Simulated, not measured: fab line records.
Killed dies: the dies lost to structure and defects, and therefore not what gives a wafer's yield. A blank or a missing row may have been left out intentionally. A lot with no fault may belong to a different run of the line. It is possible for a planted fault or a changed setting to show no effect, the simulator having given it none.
Which tool was responsible? -- flow gf180mcu -- Sampling: 11 lots, 33 wafers, 5 of 602 route steps

== WHAT THE GAUGES SHOWED, per wafer ==
GF_V4_THK_MEAS_03.
lot,measured,on,V4_CVD_02_THK (nm)
L479,day 23 20:10,filmMetro-04,842 865 851
L480,day 24 04:44,filmMetro-04,821 846 849
L481,day 24 18:26,filmMetro-04,858 867 843
L482,day 25 04:48,filmMetro-01,837 845 835
L485,day 25 20:40,filmMetro-02,836 844 851
L487,day 26 12:26,filmMetro-01,843 866 862
L490,day 27 13:50,filmMetro-04,877 874 854
L493,day 28 08:38,filmMetro-04,761 767 778 761 768 779
L494,day 28 19:40,filmMetro-04,836 833 846
L497,day 29 18:50,filmMetro-01,752 768 774 752 768 774
L500,day 30 08:40,filmMetro-02,829 831 856

== WHICH TOOL RAN EACH LOT (tool, then ch and the chambers of the sampled wafers, then the start) ==
lot,GF_V3_STRIP_18,GF_V3_SPUTTER_21,GF_V3_CVD_23,GF_V4_CVD_02
L479,"plasmaAsher-03 ch 1, day 22 18:52","pvdSputter-03, day 22 19:24","cvdW-02 ch 0,1, day 22 19:30","pecvd-02 ch 0,2, day 23 20:05"
L480,"plasmaAsher-02 ch 0,1, day 23 03:49","pvdSputter-04, day 23 04:21","cvdW-01 ch 0,1, day 23 04:27","pecvd-01 ch 1,2, day 24 04:40"
L481,"plasmaAsher-04 ch 0,1, day 23 17:53","pvdSputter-03, day 23 18:28","cvdW-02 ch 0,1, day 23 18:34","pecvd-01 ch 0,1,2, day 24 18:22"
L482,"plasmaAsher-02 ch 0,1, day 24 04:03","pvdSputter-01, day 24 04:37","cvdW-01 ch 0,1, day 24 04:43","pecvd-02 ch 1,2, day 25 04:44"
L485,"plasmaAsher-02 ch 0,1, day 24 20:14","pvdSputter-04, day 24 20:44","cvdW-01 ch 0,1, day 24 20:53","pecvd-02 ch 0,1, day 25 20:34"
L487,"plasmaAsher-03 ch 0,1, day 25 12:58","pvdSputter-04, day 25 13:37","cvdW-02 ch 0, day 25 13:43","pecvd-01 ch 0,1,2, day 26 12:22"
L490,"plasmaAsher-02 ch 0,1, day 26 14:50","pvdSputter-04, day 26 15:20","cvdW-01 ch 0,1, day 26 15:29","pecvd-01 ch 0,1,2, day 27 13:46"
L493,"plasmaAsher-04 ch 0,1, day 27 09:53","pvdSputter-04, day 27 10:25","cvdW-01 ch 0,1, day 27 10:34","pecvd-02 ch 0,1,2, day 28 08:33"
L494,"plasmaAsher-03 ch 0,1, day 27 21:40","pvdSputter-03, day 27 22:12","cvdW-01 ch 0,1, day 27 22:18","pecvd-04 ch 0,1,2, day 28 19:35"
L497,"plasmaAsher-03 ch 0,1, day 28 21:11","pvdSputter-01, day 28 21:44","cvdW-01 ch 0,1, day 28 21:50","pecvd-02 ch 0,2, day 29 18:46"
L500,"plasmaAsher-03 ch 1, day 29 11:27","pvdSputter-03, day 29 12:01","cvdW-01 ch 0,1, day 29 12:07","pecvd-04 ch 0,1,2, day 30 08:35"
- GF_V3_STRIP_18: strips in O2/N2.
- GF_V3_SPUTTER_21: material Ti, target thk 15 nm, time 80.02 s.
- GF_V3_CVD_23: deposits W, target thk 350 nm, time 104.9 s.
- GF_V4_CVD_02: deposits SiO2 from TEOS, target thk 850 nm, time 94.851 s.

== THE ANSWER, worked out from the rows above alone ==
Rule: the lots themselves supply what counts as usual. Put in order of their means at a reading, lots are off if they are a third of the lots or fewer, leave a main group of 4 or more, and stand apart from it by a gap of 3 or more times the standard deviation of the main group's means; of several such gaps the widest counts. A main group is skipped when, at the precision printed for the reading in the tables above, its means are all equal. Also off: a lot with no number at a reading for which 4 or more lots have one. All remaining lots with rows at the step are treated as sound.
Off: L493, L497, at GF_V4_THK_MEAS_03 (V4_CVD_02_THK). Mean 848 nm and standard deviation 10 in the main group.
If a tool, at a process step before that reading, ran all the lots that are off and no sound lot after the first of them, it fits. Those tools and the gauges at GF_V4_THK_MEAS_03 are tried in the same way. One fits: pecvd-02 at GF_V4_CVD_02. Its last sound lot is L485 (day 25 20:34), its first lot that is off L493 (day 28 08:33): a fault that began between those two fits.

== WHAT THE SIMULATOR PUT IN ==
Site profile drift: pecvd-02, from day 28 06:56 on, at GF_V4_CVD_02. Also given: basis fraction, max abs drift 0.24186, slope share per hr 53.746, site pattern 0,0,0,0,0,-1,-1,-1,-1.
Shown lots that were struck: L493, L497. The rule above found the same.
